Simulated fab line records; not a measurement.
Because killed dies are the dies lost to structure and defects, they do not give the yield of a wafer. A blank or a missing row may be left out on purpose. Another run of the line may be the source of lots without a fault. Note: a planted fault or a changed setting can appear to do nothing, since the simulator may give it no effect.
fab line records    flow sky130
record: lots: 11  wafers: 33  last-day: 50
route steps=708 shown CONTACT@409 METAL1@436 PAD_OPEN@708
lots with no fault: from the same line, run without faults
start-h: the number of hours between the record's first day and the start of the first shown wafer of the lot    wait-h: hours since the lot's step before    " the same as in the row above    L1.1+2: one row covering several wafers at once    - no value present, or no start provided    * or withheld: withheld    < > ~ a bound
route shown NAME@n: NAME is a module with steps in the file, n the number in the route of the first one    usual: mean and standard deviation over wafers with no fault    same: alike in all rows    chamber/n: place in a boat    sites: the reading at each site    _std_site: how widely they spread, as a standard deviation    _edge_site: outer sites' mean less inner sites'    radius-mm: for every site, how far away it sits from the centre of the wafer    mask NAME#n: copy n    behind: the tool/chamber that last shaped the wafer    hold: why the lot was held/for how many hours/how that ended    device: transistor that didn't switch, given as n, p or np    end of line: tests run on the same wafers once the route is complete    a step given without rows: its recipe and nothing more    killed: dies lost to structure and defects at the first sort, not the wafer's yield    map: a wafer's dies, marking killed ones x, the rest . and places with no die _
set.NAME: the setting the step ran with; set.NAME@STEP: the setting that earlier step ran with    model.NAME: the simulator's own value behind a step, which no gauge read
the route's steps for a sample of lots (tables are steps, rows are wafers)
services: the hour from which a tool's chamber was out of use, counted from the record's first day as start-h (under 0 if before that day), plus the number of hours and why
== steps ==
step: SKY_CONTACT_THK_MEAS_03
recipe: reads: SiO2_of_CONTACT_HDPCVD_02
usual: CONTACT_HDPCVD_THK: 567/8.1
lot.wafer  tool           chamber  start-h  wait-h  CONTACT_HDPCVD_THK[nm]
L294.2     film-metro-04  -        702.05   0.0     567
L294.3     "              -        "        "       548
L294.4     "              -        "        "       555
L297.1     film-metro-02  -        739.99   0.0     579
L297.4     "              -        "        "       576
L297.5     "              -        "        "       566
L298.1     film-metro-02  -        744.30   0.0     562
L298.4     "              -        "        "       566
L298.6     "              -        "        "       557
L299.1     film-metro-03  -        753.27   0.0     557
L299.3     "              -        "        "       564
L299.5     "              -        "        "       558
L300.3     film-metro-02  -        758.82   0.1     574
L300.5     "              -        "        "       584
L300.6     "              -        "        "       576
L302.2     film-metro-04  -        782.63   0.0     573
L302.5     "              -        "        "       577
L302.6     "              -        "        "       569
L311.3     film-metro-03  -        842.23   0.1     574
L311.4     "              -        "        "       578
L311.6     "              -        "        "       561
L310.1     film-metro-03  -        847.17   0.1     566
L310.2     "              -        "        "       584
L310.5     "              -        "        "       580
L312.2     film-metro-03  -        849.81   0.1     579
L312.3     "              -        "        "       585
L312.4     "              -        "        "       570
L313.1     film-metro-02  -        860.74   0.0     567
L313.2     "              -        "        "       555
L313.6     "              -        "        "       572
L316.3     film-metro-02  -        866.72   0.1     558
L316.4     "              -        "        "       574
L316.6     "              -        "        "       555
step: SKY_CONTACT_OVL_MEAS_15
usual: CONTACT_OVL: 0/3.7
lot.wafer  tool        chamber  start-h  wait-h  CONTACT_OVL[nm]
L294.2     overlay-02  -        730.23   0.1     -1
L294.3     "           -        "        "       3
L294.4     "           -        "        "       -4
L297.1     overlay-02  -        767.88   0.1     2
L297.4     "           -        "        "       -2
L297.5     "           -        "        "       3
L298.1     overlay-01  -        771.43   0.1     4
L298.4     "           -        "        "       11
L298.6     "           -        "        "       3
L299.1     overlay-02  -        780.63   0.1     5
L299.3     "           -        "        "       3
L299.5     "           -        "        "       -5
L300.3     overlay-02  -        786.25   0.1     4
L300.5     "           -        "        "       -4
L300.6     "           -        "        "       3
L302.2     overlay-01  -        808.81   0.1     3
L302.5     "           -        "        "       -1
L302.6     "           -        "        "       -3
L311.3     overlay-01  -        868.06   0.1     2
L311.4     "           -        "        "       -3
L311.6     "           -        "        "       2
L310.1     overlay-02  -        873.58   0.1     -4
L310.2     "           -        "        "       1
L310.5     "           -        "        "       -9
L312.2     overlay-01  -        875.54   0.1     2
L312.3     "           -        "        "       -1
L312.4     "           -        "        "       6
L313.1     overlay-02  -        887.09   0.1     7
L313.2     "           -        "        "       -3
L313.6     "           -        "        "       5
L316.3     overlay-02  -        892.61   0.1     -4
L316.4     "           -        "        "       -5
L316.6     "           -        "        "       1
step: SKY_CONTACT_ETCH_16
recipe: chemistry: N2/H2  target: BARC  ion-energy-ev: 200  source-w: 500  bias-w: 100  pressure-mtorr: 30  n2-flow-sccm: 100  h2-flow-sccm: 200  stop-on: SiO2  time-s: 45.9  target-depth-a: 600
usual: drypump-motor-current-A: 5.8/0.46  oes-product-au: 0.854/0.005  throttle-valve-pct: 13.225/0.009
lot.wafer  tool         chamber  start-h  wait-h  drypump-motor-current-A  oes-product-au  rf-hours-counter-h  throttle-valve-pct
L294.2     rie-diel-04  2        730.26   0.0     6.0                      0.851           9                   13.226
L294.3     "            0        "        "       4.9                      0.852           9                   13.234
L294.4     "            3        "        "       5.9                      0.847           10                  13.223
L297.1     rie-diel-01  3        767.91   0.0     5.9                      0.856           12                  13.225
L297.4     "            2        "        "       6.0                      0.857           6                   13.218
L297.5     "            3        "        "       5.9                      0.867           -                   13.231
L298.1     rie-diel-02  2        771.46   0.0     5.1                      0.854           11                  13.232
L298.4     "            3        "        "       5.1                      0.849           8                   13.227
L298.6     "            1        "        "       6.0                      0.857           -                   13.244
L299.1     rie-diel-01  1        780.67   0.0     5.6                      0.846           2                   13.233
L299.3     "            2        "        "       6.0                      0.849           6                   13.246
L299.5     "            0        "        "       6.2                      0.850           -                   13.215
L300.3     rie-diel-01  1        786.27   0.0     5.6                      0.852           2                   13.213
L300.5     "            1        "        "       5.6                      0.843           -                   13.219
L300.6     "            2        "        "       5.9                      0.846           -                   13.226
L302.2     rie-diel-01  0        808.84   0.0     6.2                      0.846           8                   13.211
L302.5     "            3        "        "       5.9                      0.846           -                   13.215
L302.6     "            0        "        "       6.2                      0.858           -                   13.229
L311.3     rie-diel-01  3        868.09   0.0     5.9                      0.855           15                  13.220
L311.4     "            0        "        "       6.1                      0.850           10                  13.229
L311.6     "            0        "        "       6.2                      0.855           -                   13.225
L310.1     rie-diel-01  3        873.62   0.0     5.9                      0.851           15                  13.222
L310.2     "            1        "        "       5.6                      0.859           4                   13.222
L310.5     "            2        "        "       6.0                      0.855           -                   13.217
L312.2     rie-diel-04  2        875.57   0.0     6.0                      0.857           13                  13.246
L312.3     "            3        "        "       5.9                      0.856           15                  13.224
L312.4     "            0        "        "       4.9                      0.861           14                  13.212
L313.1     rie-diel-04  0        887.12   0.0     4.9                      0.843           14                  13.222
L313.2     "            3        "        "       5.9                      0.855           15                  13.218
L313.6     "            2        "        "       6.0                      0.852           -                   13.236
L316.3     rie-diel-01  2        892.64   0.0     6.0                      0.851           10                  13.226
L316.4     "            0        "        "       6.1                      0.854           11                  13.226
L316.6     "            1        "        "       5.5                      0.857           -                   13.224
step: SKY_METAL1_SPUTTER_02
recipe: material: AlCu  target-thk-nm: 250  power-w: 10600  time-s: 13.3  chamber-pressure-pa: 0.4
usual: cathode-dc-power-W: 10600/1.9  throttle-valve-pct: 30.4/1.3
lot.wafer  tool            chamber  start-h  wait-h  cathode-dc-power-W  throttle-valve-pct
L294.2     pvd-sputter-03  -        731.69   0.0     10601               32.5
L294.3     "               -        "        "       10598               29.6
L294.4     "               -        "        "       10598               30.4
L297.1     pvd-sputter-03  -        769.34   0.0     10599               30.3
L297.4     "               -        "        "       10601               29.5
L297.5     "               -        "        "       10604               29.4
L298.1     pvd-sputter-03  -        773.00   0.0     11035               30.4
L298.4     "               -        "        "       11035               29.3
L298.6     "               -        "        "       11033               29.3
L299.1     pvd-sputter-03  -        782.12   0.0     11035               30.4
L299.3     "               -        "        "       11040               30.1
L299.5     "               -        "        "       11038               32.3
L300.3     pvd-sputter-04  -        787.70   0.0     10601               27.9
L300.5     "               -        "        "       10600               30.9
L300.6     "               -        "        "       10599               28.2
L302.2     pvd-sputter-03  -        810.30   0.0     11037               30.3
L302.5     "               -        "        "       11039               30.0
L302.6     "               -        "        "       11038               32.3
L311.3     pvd-sputter-03  -        869.51   0.0     10601               30.5
L311.4     "               -        "        "       10601               32.4
L311.6     "               -        "        "       10598               30.3
L310.1     pvd-sputter-03  -        875.04   0.0     10600               30.6
L310.2     "               -        "        "       10601               30.2
L310.5     "               -        "        "       10601               30.3
L312.2     pvd-sputter-03  -        876.99   0.0     10603               29.2
L312.3     "               -        "        "       10600               30.4
L312.4     "               -        "        "       10598               32.5
L313.1     pvd-sputter-03  -        888.55   0.0     10598               29.5
L313.2     "               -        "        "       10603               30.4
L313.6     "               -        "        "       10601               30.3
L316.3     pvd-sputter-03  -        894.06   0.0     10600               30.5
L316.4     "               -        "        "       10595               32.2
L316.6     "               -        "        "       10599               32.4
step: SKY_METAL1_RS_MEAS_05
recipe: thk-meas-gauge: four-point-probe  reads: TiN_of_METAL1_SPUTTER_04+Ti_of_METAL1_SPUTTER_03+AlCu_of_METAL1_SPUTTER_02+TiN_of_METAL1_SPUTTER_01+Ti_of_METAL1_SPUTTER_00
usual: METAL1_ALCU_RS: 0.1274/0.0018
lot.wafer  tool           chamber  start-h  wait-h  METAL1_ALCU_RS[ohm/sq]
L294.2     film-metro-03  -        731.80   0.0     0.1281
L294.3     "              -        "        "       0.1243
L294.4     "              -        "        "       0.1270
L297.1     film-metro-02  -        769.43   0.0     0.1293
L297.4     "              -        "        "       0.1270
L297.5     "              -        "        "       0.1280
L298.1     film-metro-02  -        773.09   0.0     0.1220
L298.4     "              -        "        "       0.1214
L298.6     "              -        "        "       0.1212
L299.1     film-metro-02  -        782.21   0.0     0.1215
L299.3     "              -        "        "       0.1208
L299.5     "              -        "        "       0.1236
L300.3     film-metro-01  -        787.83   0.1     0.1287
L300.5     "              -        "        "       0.1254
L300.6     "              -        "        "       0.1275
L302.2     film-metro-02  -        810.41   0.0     0.1216
L302.5     "              -        "        "       0.1221
L302.6     "              -        "        "       0.1252
L311.3     film-metro-01  -        869.64   0.1     0.1267
L311.4     "              -        "        "       0.1292
L311.6     "              -        "        "       0.1256
L310.1     film-metro-03  -        875.14   0.0     0.1265
L310.2     "              -        "        "       0.1254
L310.5     "              -        "        "       0.1252
L312.2     film-metro-02  -        877.11   0.0     0.1264
L312.3     "              -        "        "       0.1249
L312.4     "              -        "        "       0.1275
L313.1     film-metro-01  -        888.64   0.0     0.1256
L313.2     "              -        "        "       0.1274
L313.6     "              -        "        "       0.1280
L316.3     film-metro-02  -        894.19   0.1     0.1264
L316.4     "              -        "        "       0.1278
L316.6     "              -        "        "       0.1282
step: SKY_PAD_OPEN_PROBE_99
usual: defect-limited-yield: 82.7/1.8  killed_at_M0_to_M3: 42/7.5  killed_at_M4_up: 3.2/1.7  killed-at-contacts: 24/5.1  killed-at-front-end: 15/4.1  killed-at-other: 0.3/0.58  killed-dies: 85/8.9  killed-open: 46/6.4  killed-short: 39/6  sort_bin_3_pad_short: 0.9/0.4  sort_bin_5_function: 10.1/1.6  sort_bin_6_memory: 6.3/1  sort-n-pass: 407/9  sort-yield-pct: 82.7/1.8
same: gross-dies: 492  killed-at-back-side: 0  sort_bin_4_leakage[%]: 0  sort_bin_8_speed[%]: 0
lot.wafer  tool       chamber  start-h  wait-h  defect-limited-yield[%]  killed_at_M0_to_M3  killed_at_M4_up  killed-at-contacts  killed-at-front-end  killed-at-other  killed-dies  killed-open  killed-short  sort_bin_3_pad_short[%]  sort_bin_5_function[%]  sort_bin_6_memory[%]  sort-n-pass  sort-yield-pct[%]
L294.2     prober-01  -        1071.13  0.1     85.8                     36                  2                20                  11                   1                70           41           28            1.2                      6.9                     6.1                   422          85.8
L294.3     prober-01  -        1071.18  0.2     82.7                     41                  1                27                  15                   1                85           45           40            0.6                      11.2                    5.5                   407          82.7
L294.4     prober-01  -        1071.23  0.2     85.8                     29                  2                18                  21                   0                70           38           32            0.2                      8.7                     5.3                   422          85.8
L297.1     prober-02  -        1098.37  0.1     78.7                     53                  3                30                  19                   0                105          62           43            1.0                      13.0                    7.3                   387          78.7
L297.4     prober-02  -        1098.52  0.2     82.7                     36                  4                26                  18                   1                85           49           36            0.8                      10.0                    6.5                   407          82.7
L297.5     prober-02  -        1098.57  0.2     82.5                     49                  2                21                  13                   1                86           48           38            1.0                      11.2                    5.3                   406          82.5
L298.1     prober-01  -        1103.49  0.1     83.9                     42                  3                22                  12                   0                79           42           37            1.0                      8.1                     6.9                   413          83.9
L298.4     prober-01  -        1103.64  0.2     83.5                     47                  2                20                  12                   0                81           45           36            0.4                      11.0                    5.1                   411          83.5
L298.6     prober-01  -        1103.74  0.2     82.1                     35                  4                28                  20                   1                88           40           48            1.8                      11.0                    5.1                   404          82.1
L299.1     prober-02  -        1110.24  0.1     85.4                     27                  2                20                  23                   0                72           38           34            0.4                      8.7                     5.5                   420          85.4
L299.3     prober-02  -        1110.34  0.2     81.1                     48                  6                22                  17                   0                93           47           46            1.2                      10.0                    7.7                   399          81.1
L299.5     prober-02  -        1110.44  0.2     84.6                     33                  3                22                  18                   0                76           38           38            0.8                      8.5                     6.1                   416          84.6
L300.3     prober-01  -        1113.79  0.2     83.7                     40                  5                24                  11                   0                80           43           37            1.0                      11.0                    4.3                   412          83.7
L300.5     prober-01  -        1113.89  0.2     82.3                     50                  2                19                  16                   0                87           43           44            0.8                      12.0                    4.9                   405          82.3
L300.6     prober-01  -        1113.94  0.2     83.5                     54                  2                16                  8                    1                81           46           35            0.6                      9.6                     6.3                   411          83.5
L302.2     prober-01  -        1130.81  0.1     83.1                     38                  1                28                  15                   1                83           48           35            1.2                      10.2                    5.5                   409          83.1
L302.5     prober-01  -        1130.96  0.2     86.2                     34                  3                21                  10                   0                68           41           26            0.6                      7.5                     5.7                   424          86.2
L302.6     prober-01  -        1131.01  0.2     81.5                     50                  2                23                  16                   0                91           44           47            0.8                      11.8                    5.9                   401          81.5
L311.3     prober-01  -        1173.86  0.2     84.8                     41                  3                19                  12                   0                75           41           34            0.6                      6.9                     7.7                   417          84.8
L311.4     prober-01  -        1173.91  0.2     85.0                     41                  2                19                  12                   0                74           46           28            0.4                      9.3                     5.3                   418          85.0
L311.6     prober-01  -        1174.01  0.2     84.8                     39                  1                24                  11                   0                75           40           35            0.6                      8.7                     5.9                   417          84.8
L310.1     prober-02  -        1176.99  0.1     80.9                     46                  4                25                  18                   1                94           53           41            0.4                      10.8                    7.9                   398          80.9
L310.2     prober-02  -        1177.04  0.1     84.3                     39                  1                21                  15                   1                77           43           33            0.6                      9.1                     5.9                   415          84.3
L310.5     prober-02  -        1177.19  0.2     83.1                     41                  3                23                  16                   0                83           42           40            0.6                      11.4                    4.9                   409          83.1
L312.2     prober-01  -        1177.40  0.1     83.9                     39                  4                24                  12                   0                79           41           38            0.8                      6.9                     8.3                   413          83.9
L312.3     prober-01  -        1177.45  0.2     83.3                     38                  4                28                  12                   0                82           40           42            1.0                      11.2                    4.5                   410          83.3
L312.4     prober-01  -        1177.50  0.2     82.3                     45                  6                23                  11                   2                87           51           36            0.8                      10.2                    6.7                   405          82.3
L313.1     prober-02  -        1183.53  0.1     82.3                     42                  1                28                  16                   0                87           47           40            0.8                      9.6                     7.3                   405          82.3
L313.2     prober-02  -        1183.58  0.1     84.6                     47                  4                14                  11                   0                76           43           33            0.4                      10.4                    4.7                   416          84.6
L313.6     prober-02  -        1183.78  0.2     83.5                     39                  2                33                  7                    0                81           50           31            1.2                      7.7                     7.5                   411          83.5
L316.3     prober-01  -        1189.64  0.2     79.9                     51                  3                30                  15                   0                99           61           38            0.6                      12.0                    7.5                   393          79.9
L316.4     prober-01  -        1189.69  0.2     85.4                     39                  1                22                  10                   0                72           45           27            1.0                      7.5                     6.1                   420          85.4
L316.6     prober-01  -        1189.79  0.2     83.7                     45                  2                17                  16                   0                80           48           32            0.6                      9.6                     6.1                   412          83.7
killed by level:class
L294.2 VIA1:geometric-particle:open=9 VIA2:geometric-particle:open=8 CONTACT:geometric-particle:open=7 METAL2:geometric-particle:short=6 LI_CONTACT:geometric-particle:open=5 VIA3:geometric-particle:short=5 FIELD_ISO:geometric-particle:open=4 POLY_GATE:geometric-particle:open=3
L294.3 VIA3:geometric-particle:open=8 VIA2:geometric-particle:open=8 CONTACT:geometric-particle:open=7 METAL1:geometric-particle:short=6 CONTACT:geometric-particle:short=6 VIA1:geometric-particle:open=6 LI_CONTACT:geometric-particle:short=5 LI_CONTACT:geometric-particle:open=5
L294.4 FIELD_ISO:geometric-particle:short=7 CONTACT:geometric-particle:open=7 FIELD_ISO:geometric-particle:open=6 METAL2:geometric-particle:short=6 LI_CONTACT:geometric-particle:open=5 VIA1:geometric-particle:open=5 POLY_GATE:geometric-particle:open=4 VIA1:geometric-particle:short=3
L297.1 VIA1:geometric-particle:open=14 LI_CONTACT:geometric-particle:open=11 CONTACT:geometric-particle:open=8 METAL1:geometric-particle:short=7 VIA1:geometric-particle:short=7 VIA2:geometric-particle:open=7 CONTACT:geometric-particle:short=5 METAL2:geometric-particle:short=5
L297.4 VIA1:geometric-particle:open=10 CONTACT:geometric-particle:open=8 FIELD_ISO:geometric-particle:open=6 POLY_GATE:geometric-particle:open=5 LI_CONTACT:geometric-particle:open=5 LOCAL_INTERCONNECT:geometric-particle:short=4 CONTACT:geometric-particle:short=4 METAL2:geometric-particle:short=4
L297.5 CONTACT:geometric-particle:open=9 VIA1:geometric-particle:open=9 METAL2:geometric-particle:short=8 VIA2:geometric-particle:open=8 VIA1:geometric-particle:short=6 LI_CONTACT:geometric-particle:open=5 POLY_GATE:geometric-particle:short=4 POLY_GATE:geometric-particle:open=4
L298.1 VIA1:geometric-particle:open=9 CONTACT:geometric-particle:open=8 METAL2:geometric-particle:short=8 VIA1:geometric-particle:short=6 LI_CONTACT:geometric-particle:open=5 VIA3:geometric-particle:open=5 FIELD_ISO:geometric-particle:open=4 LI_CONTACT:geometric-particle:short=4
L298.4 CONTACT:geometric-particle:open=11 VIA3:geometric-particle:open=8 VIA1:geometric-particle:open=8 VIA1:geometric-particle:short=6 CONTACT:geometric-particle:short=5 METAL1:geometric-particle:open=5 VIA2:geometric-particle:open=5 FIELD_ISO:geometric-particle:short=4
L298.6 CONTACT:geometric-particle:short=8 CONTACT:geometric-particle:open=8 METAL2:geometric-particle:short=7 VIA1:geometric-particle:open=6 LI_CONTACT:geometric-particle:open=5 METAL1:geometric-particle:short=5 FIELD_ISO:geometric-particle:short=4 POLY_GATE:geometric-particle:open=4
L299.1 FIELD_ISO:geometric-particle:open=9 LI_CONTACT:geometric-particle:open=8 POLY_GATE:geometric-particle:short=6 METAL1:geometric-particle:short=5 CONTACT:geometric-particle:open=5 FIELD_ISO:geometric-particle:short=4 VIA1:geometric-particle:open=4 CONTACT:geometric-particle:short=4
L299.3 CONTACT:geometric-particle:open=9 METAL1:geometric-particle:short=9 VIA3:geometric-particle:open=7 VIA2:geometric-particle:open=7 LI_CONTACT:geometric-particle:open=5 VIA1:geometric-particle:open=5 VIA3:geometric-particle:short=5 METAL4:geometric-particle:short=5
L299.5 CONTACT:geometric-particle:open=9 VIA1:geometric-particle:open=9 METAL2:geometric-particle:short=7 FIELD_ISO:geometric-particle:short=6 CONTACT:geometric-particle:short=6 POLY_GATE:geometric-particle:open=4 LI_CONTACT:geometric-particle:open=4 VIA2:geometric-particle:open=4
L300.3 CONTACT:geometric-particle:open=8 METAL2:geometric-particle:short=7 LI_CONTACT:geometric-particle:open=6 LI_CONTACT:geometric-particle:short=5 METAL2:geometric-particle:open=5 METAL3:geometric-particle:short=5 VIA3:geometric-particle:open=5 LOCAL_INTERCONNECT:geometric-particle:short=4
L300.5 METAL2:geometric-particle:short=10 FIELD_ISO:geometric-particle:short=8 VIA1:geometric-particle:open=8 VIA3:geometric-particle:open=8 CONTACT:geometric-particle:open=8 VIA2:geometric-particle:open=6 METAL1:geometric-particle:short=5 CONTACT:geometric-particle:short=4
L300.6 VIA3:geometric-particle:open=10 METAL2:geometric-particle:short=9 VIA2:geometric-particle:open=9 VIA1:geometric-particle:open=7 LI_CONTACT:geometric-particle:open=6 CONTACT:geometric-particle:open=5 VIA1:geometric-particle:short=5 VIA2:geometric-particle:short=5
L302.2 CONTACT:geometric-particle:open=9 VIA2:geometric-particle:open=8 LI_CONTACT:geometric-particle:open=6 LOCAL_INTERCONNECT:geometric-particle:short=6 VIA1:geometric-particle:open=6 METAL2:geometric-particle:short=5 FIELD_ISO:geometric-particle:open=4 CONTACT:geometric-particle:short=4
L302.5 VIA1:geometric-particle:open=13 CONTACT:geometric-particle:open=8 LI_CONTACT:geometric-particle:open=6 VIA1:geometric-particle:short=4 VIA3:geometric-particle:open=4 POLY_GATE:geometric-particle:open=3 POLY_GATE:geometric-particle:short=3 VIA2:geometric-particle:short=3
L302.6 VIA1:geometric-particle:open=14 CONTACT:geometric-particle:short=8 FIELD_ISO:geometric-particle:short=6 METAL1:geometric-particle:short=6 LOCAL_INTERCONNECT:geometric-particle:short=5 METAL2:geometric-particle:short=5 VIA3:geometric-particle:open=5 LI_CONTACT:geometric-particle:open=4
L311.3 CONTACT:geometric-particle:open=9 VIA1:geometric-particle:open=8 VIA2:geometric-particle:open=7 LI_CONTACT:geometric-particle:open=5 VIA3:geometric-particle:short=5 VIA3:geometric-particle:open=4 METAL2:geometric-particle:short=4 VIA2:geometric-particle:short=4
L311.4 CONTACT:geometric-particle:open=9 VIA1:geometric-particle:open=8 VIA3:geometric-particle:open=7 VIA1:geometric-particle:short=6 LI_CONTACT:geometric-particle:open=5 METAL2:geometric-particle:short=4 VIA2:geometric-particle:open=4 POLY_GATE:geometric-particle:open=3
L311.6 CONTACT:geometric-particle:open=11 VIA1:geometric-particle:open=9 METAL1:geometric-particle:short=7 VIA1:geometric-particle:short=7 LOCAL_INTERCONNECT:geometric-particle:short=5 POLY_GATE:geometric-particle:short=4 LI_CONTACT:geometric-particle:open=4 VIA2:geometric-particle:open=4
L310.1 VIA1:geometric-particle:open=21 CONTACT:geometric-particle:open=9 VIA2:geometric-particle:open=6 FIELD_ISO:geometric-particle:open=5 CONTACT:geometric-particle:short=5 FIELD_ISO:geometric-particle:short=4 METAL2:geometric-particle:short=4 POLY_GATE:geometric-particle:open=4
L310.2 CONTACT:geometric-particle:open=11 VIA1:geometric-particle:open=7 FIELD_ISO:geometric-particle:short=6 VIA3:geometric-particle:open=6 POLY_GATE:geometric-particle:open=4 METAL1:geometric-particle:short=4 VIA1:geometric-particle:short=4 METAL2:geometric-particle:short=4
L310.5 VIA1:geometric-particle:short=7 CONTACT:geometric-particle:open=6 POLY_GATE:geometric-particle:open=6 CONTACT:geometric-particle:short=6 METAL2:geometric-particle:short=6 VIA1:geometric-particle:open=6 LI_CONTACT:geometric-particle:open=5 VIA3:geometric-particle:open=5
L312.2 CONTACT:geometric-particle:open=9 VIA3:geometric-particle:open=8 VIA1:geometric-particle:short=6 VIA2:geometric-particle:open=6 LOCAL_INTERCONNECT:geometric-particle:short=5 METAL1:geometric-particle:short=5 POLY_GATE:geometric-particle:short=4 POLY_GATE:geometric-particle:open=4
L312.3 CONTACT:geometric-particle:open=11 VIA1:geometric-particle:open=9 LOCAL_INTERCONNECT:geometric-particle:short=6 CONTACT:geometric-particle:short=6 METAL3:geometric-particle:short=6 FIELD_ISO:geometric-particle:short=5 VIA3:geometric-particle:open=5 FIELD_ISO:geometric-particle:open=4
L312.4 VIA1:geometric-particle:open=12 CONTACT:geometric-particle:open=11 LI_CONTACT:geometric-particle:open=6 VIA1:geometric-particle:short=6 METAL2:geometric-particle:short=6 METAL1:geometric-particle:short=5 VIA2:geometric-particle:open=5 VIA3:geometric-particle:open=5
L313.1 LI_CONTACT:geometric-particle:open=9 CONTACT:geometric-particle:open=9 VIA1:geometric-particle:open=9 METAL1:geometric-particle:short=7 FIELD_ISO:geometric-particle:short=6 POLY_GATE:geometric-particle:open=6 VIA1:geometric-particle:short=6 LOCAL_INTERCONNECT:geometric-particle:short=5
L313.2 VIA1:geometric-particle:open=13 VIA3:geometric-particle:open=9 CONTACT:geometric-particle:open=7 POLY_GATE:geometric-particle:short=6 VIA2:geometric-particle:open=6 VIA1:geometric-particle:short=5 METAL2:geometric-particle:short=4 FIELD_ISO:geometric-particle:short=3
L313.6 CONTACT:geometric-particle:open=13 VIA1:geometric-particle:open=12 VIA2:geometric-particle:open=7 LI_CONTACT:geometric-particle:open=6 CONTACT:geometric-particle:short=6 VIA1:geometric-particle:short=6 LOCAL_INTERCONNECT:geometric-particle:short=5 METAL1:geometric-particle:short=4
L316.3 CONTACT:geometric-particle:open=14 VIA1:geometric-particle:open=11 FIELD_ISO:geometric-particle:open=8 METAL1:geometric-particle:short=8 LI_CONTACT:geometric-particle:open=7 VIA3:geometric-particle:open=7 LOCAL_INTERCONNECT:geometric-particle:short=5 VIA2:geometric-particle:open=5
L316.4 VIA1:geometric-particle:open=12 CONTACT:geometric-particle:open=7 LI_CONTACT:geometric-particle:open=6 METAL1:geometric-particle:short=6 FIELD_ISO:geometric-particle:open=5 VIA1:geometric-particle:short=5 VIA3:geometric-particle:open=5 CONTACT:geometric-particle:short=3
L316.6 VIA1:geometric-particle:open=10 VIA2:geometric-particle:open=10 VIA3:geometric-particle:open=6 CONTACT:geometric-particle:open=5 VIA2:geometric-particle:short=5 POLY_GATE:geometric-particle:short=4 LI_CONTACT:geometric-particle:open=4 CONTACT:geometric-particle:short=4
== services ==
tool            chamber  start-h  hours  kind
rie-diel-01     2        719.34   4.0    repair
rie-diel-01     3        722.78   1.4    repair
pvd-sputter-03  -        733.10   0.9    repair
rie-diel-04     -        757.83   1.7    repair
pvd-sputter-03  2        824.69   -      consumable-replace:kit
pvd-sputter-03  2        824.69   18.0   scheduled-down
pvd-sputter-03  2        824.69   18.0   vent-cycle
rie-diel-02     3        828.22   7.1    repair
pvd-sputter-04  0        832.38   -      consumable-replace:kit
pvd-sputter-04  0        832.38   18.0   scheduled-down
pvd-sputter-04  0        832.38   18.0   vent-cycle
rie-diel-04     1        857.24   9.9    repair
pvd-sputter-03  -        878.37   5.4    repair
== key ==
first-sign: step: SKY_METAL1_SPUTTER_02  reading: cathode-dc-power-W  direction: up  sigmas: 99+  usual: 10600  struck: 11037
effect: step: SKY_METAL1_RS_MEAS_05  reading: METAL1_ALCU_RS  direction: down  sigmas: 2.9  usual: 0.1274  struck: 0.1221
met-at SKY_METAL1_SPUTTER_02
struck-lots L298,L299,L302
not-acting-at SKY_CONTACT_THK_MEAS_03,SKY_CONTACT_OVL_MEAS_15,SKY_CONTACT_ETCH_16
onset-between 769.34 773.00
fault: kind: process-parameter-drift  tool: pvd-sputter-03  chamber: -  onset-h: 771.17  steps: SKY_METAL1_SPUTTER_02  channel: power-w  offset: *  shape: step  end-h: 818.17  acts-in: *  stated: *
